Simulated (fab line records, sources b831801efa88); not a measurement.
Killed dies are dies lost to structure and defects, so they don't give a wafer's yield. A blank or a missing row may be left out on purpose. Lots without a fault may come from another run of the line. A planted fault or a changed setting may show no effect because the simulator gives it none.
Tool commonality check | flow gf180mcu | 13 lots, 39 wafers sampled

WHY IT WAS OPENED
At GF_V2_THK_MEAS_01 the reading V2_CVD_00_THK is flagged on 2 of 13 lots. Wafers without a fault read 598 nm, standard deviation 7.
Rule: a lot is flagged when every wafer of it that has a number lies more than 4 standard deviations from that mean, or none has a number. The other lots count as sound.

lot  | measured     | on            | V2_CVD_00_THK (nm), wafer by wafer | flag
L532 | day 19 18:19 | film_metro-04 | 599 587 595                        |
L533 | day 20 03:09 | film_metro-04 | 592 596 592                        |
L534 | day 20 10:15 | film_metro-01 | 601 603 597                        |
L536 | day 21 09:31 | film_metro-01 | 594 588 589                        |
L539 | day 22 09:02 | film_metro-01 | 595 592 592                        |
L540 | day 22 19:33 | film_metro-03 | 600 606 593                        |
L541 | day 23 03:38 | film_metro-04 | 610 610 614                        |
L542 | day 23 16:42 | film_metro-04 | 594 589 597                        |
L543 | day 23 18:37 | film_metro-04 | 597 595 580                        |
L545 | day 24 17:07 | film_metro-03 | 715 725 722                        | FLAGGED
L546 | day 24 17:34 | film_metro-04 | 601 594 599                        |
L548 | day 25 10:04 | film_metro-01 | 720 716 720                        | FLAGGED
L554 | day 27 04:23 | film_metro-01 | 594 599 592                        |
The numbers of the flagged lots are 720 nm on average: +122 nm against the usual, or +17 standard deviations.

WHICH TOOL RAN EACH LOT
The record holds 1 process step before the reading, out of a route of 602 steps. In each cell: the tool, then ch and the chambers that the sampled wafers went through, then the start.
lot  | flag    | GF_V2_CVD_00
L532 |         | hdpcvd-01 ch 0,1,2, day 19 18:14
L533 |         | hdpcvd-01 ch 0,1, day 20 03:04
L534 |         | hdpcvd-02 ch 0,1, day 20 10:10
L536 |         | hdpcvd-01 ch 1,2, day 21 09:26
L539 |         | hdpcvd-01 ch 1,2, day 22 08:58
L540 |         | hdpcvd-01 ch 0,1, day 22 19:26
L541 |         | hdpcvd-02 ch 1,2, day 23 03:33
L542 |         | hdpcvd-01 ch 0,1, day 23 16:38
L543 |         | hdpcvd-01 ch 0,2, day 23 18:32
L545 | FLAGGED | hdpcvd-01 ch 0,1,2, day 24 17:02
L546 |         | hdpcvd-02 ch 0,2, day 24 17:29
L548 | FLAGGED | hdpcvd-01 ch 0,1, day 25 09:59
L554 |         | hdpcvd-02 ch 1,2, day 27 04:19
What these steps do:
- GF_V2_CVD_00: deposits SiO2, target thk 600 nm, time 100 s.
- GF_V2_THK_MEAS_01

FLAGGED OVER TOTAL, TOOL BY TOOL (the gauges that took the reading come last)
step              | tool          | lots run | flagged | share of the flagged lots | sound lots run after its first flagged lot
GF_V2_CVD_00      | hdpcvd-01     | 9        | 2       | all                       | 0
GF_V2_CVD_00      | hdpcvd-02     | 4        | 0       | none                      | -
GF_V2_THK_MEAS_01 | film_metro-01 | 5        | 1       | some                      | 1 (L554)
GF_V2_THK_MEAS_01 | film_metro-03 | 2        | 1       | some                      | 0
GF_V2_THK_MEAS_01 | film_metro-04 | 6        | 0       | none                      | -

WHAT THE TABLE ALLOWS
1 row of the table ran every flagged lot: hdpcvd-01 at GF_V2_CVD_00.
- hdpcvd-01 at GF_V2_CVD_00: 2 of its 9 lots flagged. Its last sound lot is L543 (day 23 18:32), its first flagged lot L545 (day 24 17:02): a fault that began between those two fits. Its own readings lie more than 4 standard deviations out on every wafer of the flagged lots: sih4_flow_sccm.
One tool is left: hdpcvd-01 at GF_V2_CVD_00.

WHAT THE SIMULATOR HAD PUT IN
Process parameter drift: hdpcvd-01, from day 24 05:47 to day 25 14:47, at GF_V2_CVD_00. Setting sih4_flow_sccm, moved by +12, from 60. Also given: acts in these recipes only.
Lots struck among those shown: L545, L548. The rule above found the same.
